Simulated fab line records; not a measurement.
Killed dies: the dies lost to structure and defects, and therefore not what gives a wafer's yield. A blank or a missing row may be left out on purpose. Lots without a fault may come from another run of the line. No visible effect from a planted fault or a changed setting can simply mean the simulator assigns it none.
A lot that was struck, set against a sound lot :: flow sky130 :: 17 out of 708 route steps
Sound: wafers L374.1, L374.5, L374.6. Struck: wafers L386.2, L386.5, L386.6. The cause is given at the end.
Per side, at each step with rows, come the tool, then ch with its chambers, and then its first start. Under that, the readings that differ: sound wafers :: struck wafers :: difference of the means :: sigmas: that difference in standard deviations of wafers without a fault.
alike: readings whose means differ by less than 2 such deviations, and words and numbers that are the same on both sides. not compared: withheld readings, readings that some wafer has no value for, bounds like >300 that may hide the same value, and numbers for which the record gives no deviation and whose values overlap.
A row with sigmas, a row that says differs or no value, or rows on one side alone: a step with any of these is where the two part. Numbers that don't overlap but have no deviation are shown without sigmas and don't part them. A reading missing from all wafers of one side parts the sides only when that side holds two or more wafers.

first, 1 step without rows for these wafers: SKY_VT_ADJUST_LVTN_IMPLANT_19.
SKY_VT_ADJUST_LVTN_STRIP_20: strips in O2/N2.
  sound on plasma-asher-02 ch 0,1, day 7 14:22; struck on plasma-asher-04 ch 0,1, day 11 07:48
  alike: drypump-motor-current-A, o2-flow-sccm, oes-product-au, strip-time-to-endpoint-s
  not compared: rf-hours-counter-h
SKY_VT_ADJUST_LVTN_TW_MEAS_21:
  struck on film-metro-04, day 11 07:55; sound on film-metro-03, day 7 14:28
  alike: VT_ADJUST_LVTN_2_TW
then, 7 steps without rows for these wafers: SKY_VT_ADJUST_NCORE_DEHYDRATE_00 (time 60 s); SKY_VT_ADJUST_NCORE_HMDS_01 (prime time 60 s); SKY_VT_ADJUST_NCORE_COAT_02 (resist thk 1140 nm); SKY_VT_ADJUST_NCORE_SOFTBAKE_03 (time 60 s); SKY_VT_ADJUST_NCORE_EXPOSE_04 (exposes mask LVTN COMPLEMENT THIN, target cd 380 nm); SKY_VT_ADJUST_NCORE_PEB_05; SKY_VT_ADJUST_NCORE_DEVELOP_06 (develop time 60 s).
SKY_VT_ADJUST_NCORE_CD_MEAS_07: the cd target is 380 nm.
  struck on cd-sem-02, day 12 07:26; sound on cd-sem-01, day 8 10:33
  alike: cd-nm
SKY_VT_ADJUST_NCORE_OVL_MEAS_08:
  struck on overlay-02, day 12 07:32; sound on overlay-02, day 8 10:40
  alike: VT_ADJUST_NCORE_OVL
SKY_VT_ADJUST_NCORE_IMPLANT_09:
  sound on implanter-01 ch 0, day 8 10:43; struck on implanter-01 ch 0, day 12 07:36
reading: dose-ions-cm2
sound: 2.4009e+12 2.4037e+12 2.4013e+12
struck: 1.3881e+12 1.3919e+12 1.3877e+12
difference: -1.0127e+12
sigmas: -99 or more

reading: faraday-current-uA
sound: 13.35 13.56 13.74
struck: 7.89 7.79 7.85
difference: -5.71
sigmas: -21
SKY_VT_ADJUST_NCORE_STRIP_10: strips in O2/N2.
  sound on plasma-asher-03 ch 0,1, day 8 10:52; struck on plasma-asher-01 ch 0,1, day 12 07:43
  alike: drypump-motor-current-A, o2-flow-sccm, oes-product-au, strip-time-to-endpoint-s
  not compared: rf-hours-counter-h
SKY_VT_ADJUST_NCORE_TW_MEAS_11:
  struck on film-metro-01, day 12 07:50; sound on film-metro-03, day 8 10:58
reading: VT_ADJUST_NCORE_TW
sound: 220.8 220.5 220.6
struck: 187.8 188.0 189.8
difference: -32.1
sigmas: -19
then, 1 step without rows for these wafers: SKY_VT_ADJUST_HVTR_DEHYDRATE_00 (time 60 s).
-- here the record skips 36 days between the struck wafers' starts before and after, leaving off in module VT_ADJUST_HVTR and picking up in module PAD_OPEN (first step shown: number 708 of the route) --
SKY_PAD_OPEN_PROBE_99:
  struck on prober-02, day 48 12:53; sound on prober-01, day 45 09:39
  no value came back on the struck wafers for any of 8 readings (model.etest.nfet_16v.r-on-ohm-um, model.etest.pfet_16v.r-on-ohm-um and others); on the sound wafers model.etest.nfet_16v.r-on-ohm-um reads 1.417e+04 1.388e+04 1.397e+04
  alike: killed_at_M0_to_M3, killed_at_M4_up, killed-at-contacts, killed-at-front-end, killed-at-other, killed-dies, killed-open, killed-short

== WHERE THEY PART ==
Earliest at SKY_VT_ADJUST_NCORE_IMPLANT_09; latest, in this record, at SKY_PAD_OPEN_PROBE_99.

WHY: whatever the simulator had introduced
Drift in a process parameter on implanter-01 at SKY_VT_ADJUST_NCORE_IMPLANT_09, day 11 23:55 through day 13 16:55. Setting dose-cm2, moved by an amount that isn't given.
